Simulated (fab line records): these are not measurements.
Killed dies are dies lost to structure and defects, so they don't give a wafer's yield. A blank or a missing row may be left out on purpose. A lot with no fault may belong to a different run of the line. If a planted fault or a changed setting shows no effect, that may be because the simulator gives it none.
Chamber matching || flow gf180mcu || GF_CONTACT_CVD_02 on pecvd-02 has 3 sister chambers
The step deposits SiO2 from TEOS, target thk 860 nm, time 95.992 s. 18 wafers are shown with their chamber, then 9 later ones without.

== WAFERS PAIRED WITH THEIR CHAMBERS ==
{"wafer": "L813.1", "chamber": 0, "heaterPowerW (W)": 761, "susceptorTempC (C)": 400.15}
{"wafer": "L813.2", "chamber": 2, "heaterPowerW (W)": 603, "susceptorTempC (C)": 400.12}
{"wafer": "L813.3", "chamber": 1, "heaterPowerW (W)": 645, "susceptorTempC (C)": 399.85}
{"wafer": "L818.2", "chamber": 1, "heaterPowerW (W)": 721, "susceptorTempC (C)": 400.17}
{"wafer": "L818.4", "chamber": 1, "heaterPowerW (W)": 588, "susceptorTempC (C)": 399.64}
{"wafer": "L818.5", "chamber": 0, "heaterPowerW (W)": 716, "susceptorTempC (C)": 400.25}
{"wafer": "L820.2", "chamber": 1, "heaterPowerW (W)": 592, "susceptorTempC (C)": 399.84}
{"wafer": "L820.4", "chamber": 0, "heaterPowerW (W)": 617, "susceptorTempC (C)": 399.98}
{"wafer": "L820.6", "chamber": 2, "heaterPowerW (W)": 576, "susceptorTempC (C)": 400.06}
{"wafer": "L821.3", "chamber": 2, "heaterPowerW (W)": 634, "susceptorTempC (C)": 400.30}
{"wafer": "L821.4", "chamber": 0, "heaterPowerW (W)": 771, "susceptorTempC (C)": 399.96}
{"wafer": "L821.6", "chamber": 1, "heaterPowerW (W)": 674, "susceptorTempC (C)": 400.21}
{"wafer": "L822.2", "chamber": 2, "heaterPowerW (W)": 543, "susceptorTempC (C)": 400.12}
{"wafer": "L822.4", "chamber": 0, "heaterPowerW (W)": 728, "susceptorTempC (C)": 400.51}
{"wafer": "L822.6", "chamber": 1, "heaterPowerW (W)": 654, "susceptorTempC (C)": 399.93}
{"wafer": "L823.1", "chamber": 2, "heaterPowerW (W)": 496, "susceptorTempC (C)": 399.97}
{"wafer": "L823.3", "chamber": 1, "heaterPowerW (W)": 632, "susceptorTempC (C)": 399.95}
{"wafer": "L823.6", "chamber": 2, "heaterPowerW (W)": 553, "susceptorTempC (C)": 399.90}

SIGNATURES (means of the wafers above)
{"reading": "heaterPowerW", "chamber 0": 718.60, "chamber 1": 643.71, "chamber 2": 567.50, "scatter within a chamber": 51.3}
{"reading": "susceptorTempC", "chamber 0": 400.1700, "chamber 1": 399.9414, "chamber 2": 400.0783, "scatter within a chamber": 0.189}
Rule: a wafer's distance from a chamber is the root of the sum, over the readings, of the square of ((its reading less the chamber's mean) divided by the reading's scatter). If the next closest chamber is less than 2 further off than the closest, the wafer can't be placed; otherwise it belongs to the closest. The scatter: the root of (the sum of the squares of (reading less its chamber's mean) over the shown wafers, divided by (wafers less chambers)).

== WAFERS WHOSE CHAMBER IS MISSING ==
{"wafer": "L824.1", "heaterPowerW (W)": 502, "susceptorTempC (C)": 399.84}
{"wafer": "L824.4", "heaterPowerW (W)": 621, "susceptorTempC (C)": 400.06}
{"wafer": "L824.5", "heaterPowerW (W)": 562, "susceptorTempC (C)": 399.58}
{"wafer": "L832.2", "heaterPowerW (W)": 725, "susceptorTempC (C)": 399.96}
{"wafer": "L832.4", "heaterPowerW (W)": 581, "susceptorTempC (C)": 399.96}
{"wafer": "L832.5", "heaterPowerW (W)": 562, "susceptorTempC (C)": 399.73}
{"wafer": "L833.2", "heaterPowerW (W)": 709, "susceptorTempC (C)": 400.12}
{"wafer": "L833.3", "heaterPowerW (W)": 793, "susceptorTempC (C)": 399.98}
{"wafer": "L833.5", "heaterPowerW (W)": 584, "susceptorTempC (C)": 399.94}

== EACH ONE'S CHAMBER ==
{"wafer": "L824.1", "from the rows above": "can't be placed: 2 or 1", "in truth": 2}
{"wafer": "L824.4", "from the rows above": "can't be placed: 1 or 2 or 0", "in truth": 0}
{"wafer": "L824.5", "from the rows above": "can't be placed: 1 or 2 or 0", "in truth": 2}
{"wafer": "L832.2", "from the rows above": "can't be placed: 0 or 1", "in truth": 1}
{"wafer": "L832.4", "from the rows above": "can't be placed: 2 or 1", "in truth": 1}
{"wafer": "L832.5", "from the rows above": "can't be placed: 2 or 1 or 0", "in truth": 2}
{"wafer": "L833.2", "from the rows above": "can't be placed: 0 or 1", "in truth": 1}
{"wafer": "L833.3", "from the rows above": "can't be placed: 0 or 1", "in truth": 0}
{"wafer": "L833.5", "from the rows above": "can't be placed: 2 or 1", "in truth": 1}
Placed correctly: 0 of 9. Not placeable from these rows: 9 (in 9, the candidates include the true chamber). Wrongly placed: 0.
